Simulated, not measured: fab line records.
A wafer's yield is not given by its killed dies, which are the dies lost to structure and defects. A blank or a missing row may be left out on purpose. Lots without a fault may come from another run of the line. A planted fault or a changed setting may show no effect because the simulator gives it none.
A struck lot beside a sound one / flow gf180mcu / 37 steps out of a route of 602
Sound: these wafers, L981.1, L981.3, L981.6. Struck: wafer L985.1 (left out: L985.4, L985.6 of the same lot, which were not struck); the cause appears at the end.
At each step with rows: each side's tool, then ch and its chambers, then its first start. Under that, the readings that differ: sound wafers / struck wafers / difference of the means / sigmas: that difference in standard deviations of wafers without a fault.
alike: words and numbers the same on both sides, and readings whose means are apart by under 2 such deviations; not compared: readings that were withheld, readings missing a value for some wafer, numbers with overlapping values and no deviation given by the record, and bounds like >300 which may hide the same value.
Wherever a step has rows on one side only, a row that says differs or no value, or a row with sigmas, the two part there. Numbers that have no deviation but don't overlap get no sigmas and don't part them. A reading that every wafer of one side lacks parts them only if that side has two wafers or more.

first, 2 steps without rows for these wafers: GF_M3_PEB_12 (peb time 90 s); GF_M3_DEVELOP_13 (develop time 60 s).
GF_M3_CD_MEAS_14: the cd target is 280 nm.
  struck on cd-sem-01, day 25 15:47; sound on cd-sem-01, day 23 23:22
  alike: cd-nm
GF_M3_OVL_MEAS_15:
  struck on overlay-01, day 25 15:55; sound on overlay-02, day 23 23:29
  alike: M3_OVL
then, 5 steps without rows for these wafers: GF_M3_METAL_ETCH_16 (etches the open film in Cl2/BCl3, stops on SiO2, target depth 627.5 nm, time 104.6 s); GF_M3_STRIP_17 (strips in O2/N2); GF_M3_STRIP_18 (strips in post etch residue remover, time 1200 s); GF_M3_CLEAN_19 (cleans in DIW); GF_V3_CVD_00 (deposits SiO2, target thk 600 nm, time 100 s).
GF_V3_THK_MEAS_01:
  struck on film-metro-01, day 25 16:42; sound on film-metro-02, day 24 00:15
  alike: V3_CVD_00_THK
then, 1 step without rows for these wafers: GF_V3_CVD_02 (deposits SiO2 from TEOS, target thk 850 nm, time 94.851 s).
GF_V3_THK_MEAS_03:
  struck on film-metro-01, day 25 16:50; sound on film-metro-02, day 24 00:26
  alike: V3_CVD_02_THK
GF_V3_CMP_04: polishes SiO2.
  sound on cmp-02 ch 1,3, day 24 00:32; struck on cmp-01 ch 0, day 25 16:53
reading=time-to-endpoint-s (s); sound=77 78 80; struck=20; difference=-58; sigmas=-10
reading=model.SiO2_of_V3_CVD_02.thk-nm (nm); sound=631.5 631.5 631.4; struck=789.4; difference=+157.9; sigmas=
  alike: motor-current-A, slurry-flow-ml-min
GF_V3_BOW_MEAS_05:
  struck on film-metro-01, day 25 17:11; sound on film-metro-04, day 24 00:47
  alike: V3_BOW
then, 8 steps without rows for these wafers: GF_V3_DEHYDRATE_06 (time 60 s); GF_V3_HMDS_07 (prime time 60 s); GF_V3_COAT_08; GF_V3_COAT_09 (resist thk 1000 nm); GF_V3_SOFTBAKE_10 (time 60 s); GF_V3_EXPOSE_11 (exposes mask Via3, target cd 260 nm); GF_V3_PEB_12 (peb time 90 s); GF_V3_DEVELOP_13 (develop time 60 s).
GF_V3_CD_MEAS_14: the cd target is 260 nm.
  struck on cd-sem-02, day 26 14:04; sound on cd-sem-01, day 24 22:47
  alike: cd-nm
GF_V3_OVL_MEAS_15:
  struck on overlay-01, day 26 14:11; sound on overlay-02, day 24 22:54
  alike: V3_OVL
GF_V3_ETCH_16: etches BARC in N2/H2.
  sound on rie-diel-02 ch 0,1,3, day 24 22:56; struck on rie-diel-04 ch 1, day 26 14:13
reading=drypump-motor-current-A (A); sound=5.5 6.0 5.9; struck=6.6; difference=+0.8; sigmas=+2
  alike: h2-flow-sccm, oes-product-au, throttle-valve-pct
GF_V3_ETCH_17: etches SiO2 in C4F8/O2/Ar, stops on TiN, target depth 635 nm.
  sound on rie-diel-02 ch 0,1,3; struck on rie-diel-04 ch 1
reading=oes-product-au (a.u.); sound=0.854 0.860 0.851; struck=0.971; difference=+0.116; sigmas=+26
reading=model.V3.feature-depth-nm (nm); sound=631.5 631.5 631.4; struck=789.4; difference=+157.9; sigmas=
reading=model.etch.depth-nm (nm); sound=631.5 631.5 631.4; struck=789.4; difference=+157.9; sigmas=
then, 3 steps without rows for these wafers: GF_V3_STRIP_18 (strips in O2/N2); GF_V3_STRIP_19 (strips in post etch residue remover, time 1200 s); GF_V3_CLEAN_20 (cleans in DIW).
GF_V3_SPUTTER_21: material Ti, target thk 15 nm, time 80.02 s.
  struck on pvd-sputter-04, day 26 14:54; sound on pvd-sputter-03, day 24 23:36
  alike: throttle-valve-pct
GF_V3_SPUTTER_22: material TiN, target thk 10 nm, time 40 s.
  struck on pvd-sputter-04, day 26 14:58; sound on pvd-sputter-03, day 24 23:40
  alike: throttle-valve-pct
GF_V3_CVD_23: deposits W, target thk 350 nm, time 104.9 s.
  sound on cvd-w-02 ch 0,1, day 24 23:42; struck on cvd-w-02 ch 0, day 26 15:00
  alike: heater-power-outer-w, heater-power-w
GF_V3_RS_MEAS_24: uses a four-point probe to measure.
  struck on film-metro-04, day 26 15:07; sound on film-metro-02, day 24 23:49
  alike: V3_W_RS
GF_V3_THK_MEAS_25: measures by xrf.
  struck on film-metro-04, day 26 15:14; sound on film-metro-02, day 24 23:56
  alike: V3_W_THK
GF_V3_CMP_26: polishes, stops on SiO2, t overpolish 15 s, target thk 0 nm.
  sound on cmp-02 ch 2,3, day 24 23:59; struck on cmp-02 ch 3, day 26 15:24
reading=model.SiO2_of_V3_CVD_02.thk-nm (nm); sound=627.7 627.7 627.6; struck=785.6; difference=+157.9; sigmas=
  alike: motor-current-A, slurry-flow-ml-min
GF_M4_SPUTTER_00: material Ti, target thk 37.5 nm, time 150 s.
  struck on pvd-sputter-02, day 26 15:36; sound on pvd-sputter-04, day 25 00:17
  alike: throttle-valve-pct
-- the record jumps here: 6 days lie between the struck wafers' starts before and after (it left off in module M4 and takes up again in module PASSIVATION, whose first step shown is number 602 of the route) --
GF_PASSIVATION_PROBE_99:
  struck on prober-01, day 32 12:34; sound on prober-02, day 31 03:50
reading=model.etest.via3-chain.rc-ohm; sound=6.406 6.317 6.483; struck=6.974; difference=+0.572; sigmas=
reading=model.etest.met4-comb.leak-log10-a-um; sound=-11.95 -12 -11.96; struck=-10.66; difference=+1.31; sigmas=

WHERE THEY PART
First at GF_V3_CMP_04; last, within this record, at GF_V3_ETCH_17. Later steps at which nothing parts them and some readings are alike: GF_V3_SPUTTER_21, GF_V3_SPUTTER_22, GF_V3_CVD_23, GF_V3_RS_MEAS_24, GF_V3_THK_MEAS_25, GF_V3_CMP_26, GF_M4_SPUTTER_00.

WHY: whatever the simulator had introduced
cmp-01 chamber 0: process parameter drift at GF_V3_CMP_04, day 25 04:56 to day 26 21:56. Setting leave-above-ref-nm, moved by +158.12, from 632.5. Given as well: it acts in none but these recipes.
